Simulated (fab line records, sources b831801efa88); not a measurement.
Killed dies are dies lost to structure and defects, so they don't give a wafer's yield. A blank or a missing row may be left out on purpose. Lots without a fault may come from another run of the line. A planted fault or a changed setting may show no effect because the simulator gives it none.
One fault seen from 2 desks | flow sky130 | each desk has only its own numbers; what lay behind them comes last

THE TOOL OWNER'S DESK: litho_track-04
The tool's own readings at SKY_VIA4_COAT_06 (resist thk 1140 nm): means of the sampled wafers that have a number, for each lot that ran on this tool. A lot is out of limits, marked OUT, if its mean lies more than 4 standard deviations from the usual mean; the brackets give that distance.
Columns: A = exhaust_pa at SKY_VIA4_COAT_06, usual 45.0 Pa
lot  | first seen here | A
L419 | day 44 00:53    | 44.8
L423 | day 45 02:37    | 44.9
L432 | day 47 02:16    | 44.8
L434 | day 47 16:25    | 45.5
This desk's finding: nothing out of limits on any of the 4 lots.

THE METROLOGY DESK
What the gauges read, lot by lot, whatever tool the lot ran on: means of the sampled wafers that have a number. A lot is out of limits, marked OUT, if its mean lies more than 4 standard deviations from the usual mean; the brackets give that distance.
Columns: A = CAP2M_TIN_THK at SKY_CAP2M_THK_MEAS_04, usual 195.0 nm; B = VIA4_BOW at SKY_VIA4_BOW_MEAS_03, usual 80 um
lot  | first seen here | A     | B
L414 | day 39 23:51    | 194.7 | 81
L415 | day 40 12:00    | 196.7 | 87
L416 | day 40 16:29    | 194.0 | 81
L418 | day 40 23:43    | 192.2 | 73
L419 | day 41 13:02    | 191.7 | 83
L423 | day 42 13:58    | 197.3 | 75
L424 | day 43 00:04    | 195.2 | 77
L426 | day 43 07:04    | 196.8 | 78
L432 | day 44 19:50    | 194.1 | 78
L434 | day 45 11:17    | 192.8 | 82
L437 | day 46 04:47    | 192.7 | 92
This desk's finding: nothing out of limits on any of the 11 lots.

PUT TOGETHER
The tool owner's desk saw nothing out of limits.
The metrology desk saw nothing out of limits.

WHAT THE SIMULATOR HAD PUT IN
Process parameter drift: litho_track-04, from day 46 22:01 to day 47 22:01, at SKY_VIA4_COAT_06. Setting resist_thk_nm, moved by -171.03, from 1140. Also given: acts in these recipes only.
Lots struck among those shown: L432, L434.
